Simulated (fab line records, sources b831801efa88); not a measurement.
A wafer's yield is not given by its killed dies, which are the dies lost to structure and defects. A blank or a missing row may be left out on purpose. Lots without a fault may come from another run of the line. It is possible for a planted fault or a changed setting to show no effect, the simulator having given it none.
Which tool is to blame?    flow gf180mcu    13 lots (39 wafers sampled), 1 step of a 602-step route

== WHAT THE GAUGES SHOWED, per wafer ==
GF_M1_OVL_MEAS_15.
lot   measured      on          M1_OVL (nm)
L758  day 17 11:43  overlay-02  12 4 2
L762  day 18 23:39  overlay-02  -2 4 -4
L766  day 20 09:24  overlay-02  11 12 7
L767  day 20 18:25  overlay-02  -2 5 2
L768  day 21 07:49  overlay-01  0 6 2
L770  day 21 23:27  overlay-02  3 4 7
L772  day 22 19:14  overlay-01  -11 -6 -9
L773  day 23 03:42  overlay-02  -2 -6 -5
L774  day 23 20:28  overlay-01  -3 -3 4
L776  day 24 03:51  overlay-02  1 -1 1
L777  day 24 14:30  overlay-02  -2 -13 -7
L780  day 25 09:58  overlay-01  -6 -2 -6
L781  day 25 21:36  overlay-02  7 7 5

== TOOL THAT RAN EACH LOT (tool first, then ch and the chambers of the sampled wafers, then the start) ==
Record: no process step prior to these readings.

== AS READ BY THE TOOLS THEMSELVES (means over the sampled wafers that have a number; for cases with no such wafer, the mark the record gives instead) ==
The record holds no such reading with a usual standard deviation.

== THE ANSWER, worked out from the rows above alone ==
Rule: usual is defined by the lots themselves. The widest of any qualifying gaps counts: lots, ordered by their means at a reading, are off when they make up no more than a third of the lots, leave a main group of 4 or more, and stand apart from it by 3 or more times the standard deviation of that group's means. If all means in a main group match to the digits the tables above print for the reading, that group is not used. Also off: a lot with no number at a reading for which 4 or more lots have one. The other lots that the step has rows for count as sound. The gauges are gone through in route order, then the tools' own readings, and for those a lot's mean is taken as printed above. At the first step where some lot is off, the reading lying furthest off is the one used; lots without a number count as furthest.
None of the lots is off at any reading shown; this tells nothing.

== WHAT HAD BEEN PUT IN BY THE SIMULATOR ==
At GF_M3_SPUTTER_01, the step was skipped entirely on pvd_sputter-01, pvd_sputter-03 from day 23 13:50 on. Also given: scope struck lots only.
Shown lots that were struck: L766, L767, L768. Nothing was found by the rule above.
